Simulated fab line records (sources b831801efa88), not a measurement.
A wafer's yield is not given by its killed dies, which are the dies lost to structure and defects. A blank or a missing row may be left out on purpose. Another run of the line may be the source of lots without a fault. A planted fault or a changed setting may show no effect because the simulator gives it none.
Matching of chambers | flow sky130 | SKY_POLY_GATE_ETCH_16 on rieDiel-03 has 4 sister chambers
The step etches Si3N4 in CH3F/O2, stops on poly-Si, time 147.5 s, target depth 75 nm. 14 wafers are shown with their chamber, then 7 later ones without.

== EACH WAFER AND ITS CHAMBER ==
wafer  | chamber | oesProductAu (a.u.) | biasW (W) | throttleValvePct (%)
L918.2 | 1       | 0.649               | 80.22     | 10.536
L918.3 | 0       | 0.644               | 80.54     | 10.544
L918.5 | 1       | 0.647               | 79.91     | 10.536
L919.1 | 2       | 0.635               | 80.52     | 10.539
L919.4 | 3       | 0.643               | 79.81     | 10.520
L919.5 | 0       | 0.639               | 79.76     | 10.523
L921.3 | 3       | 0.639               | 79.86     | 10.531
L921.4 | 2       | 0.629               | 79.82     | 10.528
L921.5 | 0       | 0.637               | 79.85     | 10.534
L933.1 | 1       | 0.647               | 79.85     | 10.525
L933.3 | 2       | 0.639               | 80.25     | 10.527
L933.5 | 0       | 0.645               | 79.76     | 10.537
L934.3 | 1       | 0.645               | 80.01     | 10.536
L934.4 | 0       | 0.642               | 79.95     | 10.534

SIGNATURES (means of the wafers above)
reading          | chamber 0 | chamber 1 | chamber 2 | chamber 3 | scatter within a chamber
oesProductAu     | 0.64140   | 0.64700   | 0.63433   | 0.64100   | 0.00334
biasW            | 79.9720   | 79.9975   | 80.1967   | 79.8350   | 0.275
throttleValvePct | 10.53440  | 10.53325  | 10.53133  | 10.52550  | 0.00685
Rule: for a wafer and a chamber, the distance is found by dividing, reading by reading, the gap between the wafer's reading and the chamber's mean by the reading's scatter, squaring, summing and taking the root. The wafer belongs to the nearest chamber; if the next one is less than 2 further off, it can't be placed. The scatter is the square root of a quotient: the sum, over the shown wafers, of each reading's squared deviation from its chamber's mean, divided by wafers minus chambers.

== WAFERS MISSING THEIR CHAMBER ==
wafer  | oesProductAu (a.u.) | biasW (W) | throttleValvePct (%)
L934.6 | 0.643               | 79.82     | 10.541
L936.2 | 0.647               | 79.76     | 10.525
L936.5 | 0.645               | 79.95     | 10.527
L936.6 | 0.652               | 80.24     | 10.542
L941.1 | 0.642               | 80.42     | 10.544
L941.3 | 0.642               | 79.55     | 10.530
L941.5 | 0.648               | 80.03     | 10.537

== WHICH CHAMBER EACH WENT THROUGH ==
wafer  | from the rows above               | in truth
L934.6 | can't be placed: 0 or 1 or 3      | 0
L936.2 | can't be placed: 1 or 3 or 0      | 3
L936.5 | can't be placed: 1 or 3 or 0      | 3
L936.6 | can't be placed: 1 or 0           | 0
L941.1 | can't be placed: 0 or 1 or 2 or 3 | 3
L941.3 | can't be placed: 3 or 0 or 1      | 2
L941.5 | can't be placed: 1 or 0           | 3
Correct placement for 0 of the 7. From these rows, 7 cannot be placed; in 5 the true chamber is one of the candidates. Number placed wrongly: 0.
